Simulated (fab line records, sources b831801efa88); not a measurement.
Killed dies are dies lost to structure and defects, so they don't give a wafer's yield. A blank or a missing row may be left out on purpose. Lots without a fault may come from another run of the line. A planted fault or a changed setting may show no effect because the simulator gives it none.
Which tool did it? | flow gf180mcu | 13 lots, 39 wafers sampled, at 3 steps of a route of 602

WHAT THE GAUGES READ, wafer by wafer
GF_M2_OVL_MEAS_15. Usual: M2_OVL -3 nm, standard deviation 5.3.
lot  | measured     | on         | M2_OVL (nm) | flag
L484 | day 19 09:38 | overlay-02 | -3 1 -2     |
L485 | day 20 00:14 | overlay-02 | -6 -3 1     |
L486 | day 20 16:11 | overlay-01 | -1 -5 -5    |
L488 | day 21 07:26 | overlay-01 | -1 6 6      |
L489 | day 21 13:48 | overlay-02 | 0 -6 -3     |
L490 | day 21 22:11 | overlay-01 | -1 -5 -1    |
L491 | day 22 09:44 | overlay-01 | -3 -1 -3    |
L492 | day 22 17:46 | overlay-01 | 7 0 -5      |
L494 | day 23 16:29 | overlay-02 | 0 5 -1      |
L495 | day 24 01:08 | overlay-02 | -9 -10 -6   |
L498 | day 24 17:36 | overlay-02 | 0 -5 3      |
L500 | day 25 04:21 | overlay-02 | -1 -1 3     |
L505 | day 26 20:38 | overlay-01 | 1 4 -2      |

WHICH TOOL RAN EACH LOT (tool, then ch and the chambers of the sampled wafers, then the start)
lot  | GF_HV_LDD_COAT_41                 | GF_HV_LDD_STRIP_49
L484 | litho_track-01 ch 0, day 12 04:49 | plasma_asher-04 ch 0,1, day 12 14:30
L485 | litho_track-04 ch 0, day 12 15:02 | plasma_asher-02 ch 1, day 13 01:50
L486 | litho_track-04 ch 0, day 13 04:29 | plasma_asher-03 ch 0,1, day 13 14:19
L488 | litho_track-02 ch 0, day 13 19:12 | plasma_asher-03 ch 0, day 14 05:59
L489 | litho_track-02 ch 0, day 13 23:56 | plasma_asher-02 ch 0,1, day 14 10:10
L490 | litho_track-02 ch 0, day 14 06:47 | plasma_asher-04 ch 0,1, day 14 18:04
L491 | litho_track-04 ch 0, day 14 16:42 | plasma_asher-02 ch 0,1, day 15 03:49
L492 | litho_track-04 ch 0, day 15 01:20 | plasma_asher-02 ch 0,1, day 15 12:11
L494 | litho_track-04 ch 0, day 15 21:29 | plasma_asher-02 ch 0,1, day 16 08:55
L495 | litho_track-02 ch 0, day 16 07:15 | plasma_asher-03 ch 0,1, day 16 19:01
L498 | litho_track-02 ch 0, day 16 23:50 | plasma_asher-03 ch 0,1, day 17 11:28
L500 | litho_track-02 ch 0, day 17 12:41 | plasma_asher-02 ch 0,1, day 18 01:13
L505 | litho_track-04 ch 0, day 19 09:12 | plasma_asher-02 ch 0,1, day 19 22:01
- GF_HV_LDD_COAT_41: resist thk 1000 nm.
- GF_HV_LDD_STRIP_49: strips in O2/N2.

WHAT THE TOOLS THEMSELVES READ (means of the sampled wafers that have a number; where no wafer has one, the mark that the record gives instead)
GF_HV_LDD_COAT_41. Usual: spin_speed_rpm 2999.9 rpm, standard deviation 2.3.
lot  | tool           | spin_speed_rpm (rpm) | flag
L484 | litho_track-01 | 3000.9               |
L485 | litho_track-04 | 2997.2               |
L486 | litho_track-04 | 2999.0               |
L488 | litho_track-02 | 2998.1               |
L489 | litho_track-02 | 2999.8               |
L490 | litho_track-02 | 3002.3               |
L491 | litho_track-04 | 3001.5               |
L492 | litho_track-04 | 2999.9               |
L494 | litho_track-04 | 3001.6               |
L495 | litho_track-02 | 3001.5               |
L498 | litho_track-02 | 3290.2               | OFF
L500 | litho_track-02 | 3292.1               | OFF
L505 | litho_track-04 | 3000.7               |

GF_HV_LDD_STRIP_49. Usual: drypump_motor_current_A 5.9 A, standard deviation 0.7; heater_power_w 339 W, standard deviation 17; oes_product_au 0.716 a.u., standard deviation 0.0046; strip_time_to_endpoint_s 12.62 s, standard deviation 0.035.
lot  | tool            | drypump_motor_current_A (A) | heater_power_w (W) | oes_product_au (a.u.) | strip_time_to_endpoint_s (s) | flag
L484 | plasma_asher-04 | 5.4                         | 308                | 0.718                 | 12.65                        |
L485 | plasma_asher-02 | 6.7                         | 337                | 0.718                 | 12.55                        |
L486 | plasma_asher-03 | 5.9                         | 344                | 0.715                 | 12.59                        |
L488 | plasma_asher-03 | 5.7                         | 339                | 0.718                 | 12.67                        |
L489 | plasma_asher-02 | 6.2                         | 340                | 0.713                 | 12.66                        |
L490 | plasma_asher-04 | 5.4                         | 309                | 0.714                 | 12.61                        |
L491 | plasma_asher-02 | 5.7                         | 345                | 0.715                 | 12.61                        |
L492 | plasma_asher-02 | 6.2                         | 342                | 0.716                 | 12.59                        |
L494 | plasma_asher-02 | 6.2                         | 342                | 0.717                 | 12.61                        |
L495 | plasma_asher-03 | 6.2                         | 355                | 0.720                 | 12.67                        |
L498 | plasma_asher-03 | 6.2                         | 357                | 0.715                 | 12.07                        | OFF
L500 | plasma_asher-02 | 6.2                         | 340                | 0.712                 | 12.10                        | OFF
L505 | plasma_asher-02 | 6.2                         | 337                | 0.716                 | 12.58                        |

THE ANSWER, worked out from the rows above alone
Rule: a lot is off if the mean of its wafers that have a number lies more than 3 standard deviations from the usual mean. A lot without any number at a reading at which 4 lots or more have one is off too. The other lots that the step has rows for count as sound. The gauges are gone through in route order, then the tools' own readings, and for those a lot's mean is taken as printed above. The first step at which some lot is off is used, and at that step the reading that is off furthest; a lot without a number counts as furthest.
Off: L498, L500, at GF_HV_LDD_COAT_41 (spin_speed_rpm).
A tool fits if, at that step or a process step before it, it ran every lot that is off, and no sound lot after the first of them. One fits: litho_track-02 at GF_HV_LDD_COAT_41. Its last sound lot is L495 (day 16 07:15), its first lot that is off L498 (day 16 23:50): a fault that began between those two fits.
The tool's own readings at GF_HV_LDD_COAT_41 bear it out: on the lots that are off they differ by more than 5 times the standard deviation of the sound lots' means. spin_speed_rpm reads 3291.1 rpm there against 3000.2 rpm on the sound lots.

WHAT THE SIMULATOR HAD PUT IN
Process parameter drift: litho_track-02, from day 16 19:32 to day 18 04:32, at GF_HV_LDD_COAT_41. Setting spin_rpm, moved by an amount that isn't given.
Lots struck among those shown: L498, L500. The rule above found the same.
